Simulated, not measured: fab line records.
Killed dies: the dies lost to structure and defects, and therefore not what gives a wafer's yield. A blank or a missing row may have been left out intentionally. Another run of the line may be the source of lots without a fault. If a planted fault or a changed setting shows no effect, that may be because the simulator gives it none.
8D (eight disciplines) problem report, filled in by code + flow sfq_line + the parts of the form that need people (team, actions taken, sign-off) are left out

## 1. WHAT WENT WRONG
At SFQ_TRILAYER_M3_ETCH_METAL_ETCH_078, rf_fwd_power_W averages 501.3 W over 6 wafers from 2 lots, while fault-free wafers read 597.0 W, standard deviation 1.9. That is -50 standard deviations from the usual mean.
The step: etches Nb in Cl2/Ar, stops on SiO2, target depth 240 nm, time 120 s.
Earliest sighting: wafer L893.4 on rie_metal-03 at day 35 20:22. Wafers with a number at this step in the record: 42, from 14 lots. Rule for "out" (also "out of limits"): further than 4 standard deviations from the usual mean. All remaining wafers that have a number are taken as sound.

## 2. WHAT THIS IS AND IS NOT
| question                    | is                     | is not                                                                                                              |
|-----------------------------|------------------------|---------------------------------------------------------------------------------------------------------------------|
| which readings at this step | rf_fwd_power_W         | drypump_motor_current_A                                                                                             |
| which lots                  | L893, L895             | L886, L888, L889, L897, L901, L902, L903, L905, L906, L907, L908, L909                                              |
| which wafers of those lots  | all that have a number | -                                                                                                                   |
| read on which tools         | rie_metal-03           | rie_metal-01, rie_metal-04                                                                                          |
| when                        | from day 35 20:22      | up to then (9 sound wafers); but 27 sound wafers of L897, L901, L902, L903, L905, L906, L907, L908, L909 came after |

## 3. THE SUSPECTS, EACH WITH WHAT RULES IT OUT
Counting: any tool at a process step up to the reading is kept as a suspect provided that every lot that is out went through it and no sound lot did after the first of them.
- rie_metal-03 at SFQ_TRILAYER_M3_ETCH_METAL_ETCH_078 (etches Nb in Cl2/Ar, stops on SiO2, target depth 240 nm, time 120 s): ruled out as a lasting fault. Following L893 (day 35 20:22), the first lot on it that is out, the sound lots L907, L908, L909 were run on it.
Left after counting: nothing in the record.

## 4. THE CAUSE (what the simulator had put in)
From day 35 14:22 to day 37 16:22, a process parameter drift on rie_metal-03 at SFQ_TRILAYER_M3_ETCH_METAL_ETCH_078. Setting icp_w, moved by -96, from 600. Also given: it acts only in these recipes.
Counting ruled it out, wrongly.

## 5. THE EFFECT CHAIN, in route order
Each row: a reading where the mean over the struck wafers with a number is more than 3 standard deviations away from the usual. Only readings whose record carries a usual standard deviation are examined. hours: median over the lots of the time between each lot's start at the first step of this table that gives one and its start at this step. sigmas: the change, counted in usual standard deviations.
| hours | step                                | reading        | usual   | on struck wafers | change | sigmas |
|-------|-------------------------------------|----------------|---------|------------------|--------|--------|
| 0     | SFQ_TRILAYER_M3_ETCH_METAL_ETCH_078 | rf_fwd_power_W | 597.0 W | 501.3            | -95.7  | -50    |
Process steps it contains:
- SFQ_TRILAYER_M3_ETCH_METAL_ETCH_078: etches Nb in Cl2/Ar, stops on SiO2, target depth 240 nm, time 120 s.

## 6. WHAT WOULD HAVE CAUGHT IT SOONER
The fault began at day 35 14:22; the first out-of-limits reading in this record came at day 35 20:22, 6 hours later.
